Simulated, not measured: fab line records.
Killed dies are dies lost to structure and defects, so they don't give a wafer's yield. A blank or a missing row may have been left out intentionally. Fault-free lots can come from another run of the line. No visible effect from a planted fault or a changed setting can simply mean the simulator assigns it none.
One fault through the eyes of 2 desks ; flow sky130 ; numbers are kept per desk, each desk with only its own; the story behind them comes last

AT THE TOOL OWNER'S DESK: cvdW-01
The tool's own readings at SKY_VIA1_CVD_21 (deposits W, target thk 270 nm, time 80.902 s): means of the sampled wafers that have a number, for each lot that ran on this tool. A lot is out of limits, marked OUT, if its mean lies more than 4 standard deviations from the usual mean; the brackets give that distance.
Columns: A = chamberPressureTorr at SKY_VIA1_CVD_21, usual 39.98 Torr; B = heaterPowerW at SKY_VIA1_CVD_21, usual 871 W
lot;first seen here;A;B
L926;day 36 06:16;39.96;861
L932;day 38 06:01;40.84 (+9.0) OUT;820
L933;day 38 14:10;41.54 (+16) OUT;851
Finding of this desk: L932, L933 out of limits; the first was L932 at day 38 06:01, on chamberPressureTorr at SKY_VIA1_CVD_21. In limits: L926.

AT THE METROLOGY DESK
What the gauges read, lot by lot, whatever tool the lot ran on: means of the sampled wafers that have a number. A lot is out of limits, marked OUT, if its mean lies more than 4 standard deviations from the usual mean; the brackets give that distance.
Columns: A = cdNm at SKY_VIA1_CD_MEAS_12, usual 149.6 nm; B = VIA1_OVL at SKY_VIA1_OVL_MEAS_13, usual 0 nm; C = VIA1_W_RS at SKY_VIA1_RS_MEAS_22, usual 0.425 ohm/sq; D = VIA1_W_THK at SKY_VIA1_THK_MEAS_23, usual 272 nm
lot;first seen here;A;B;C;D
L926;day 36 05:22;148.0;5;0.426;270
L929;day 37 13:14;148.9;-7;0.421;278
L932;day 38 05:09;149.4;-6;0.419;273
L933;day 38 13:17;150.7;1;0.419;278
L936;day 39 12:11;148.4;6;0.427;271
L937;day 39 20:24;149.8;-5;0.423;273
This desk found nothing out of limits on any of the 6 lots.

BROUGHT TOGETHER
The tool owner's desk had the chance to raise an alarm at day 38 06:01 on L932, L933.
The metrology desk saw nothing out of limits.
The metrology desk has L932, L933 on record, within its limits.
On cvdW-01, each named lot ran SKY_VIA1_CVD_21.

WHAT THE SIMULATOR PUT IN
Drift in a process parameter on cvdW-01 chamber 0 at SKY_VIA1_CVD_21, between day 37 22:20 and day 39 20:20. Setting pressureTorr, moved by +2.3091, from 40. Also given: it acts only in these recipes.
Struck lots among those shown: L932, L933.
How many hours passed from the start of the fault until each desk's first out-of-limits reading: the tool owner's desk, 8.
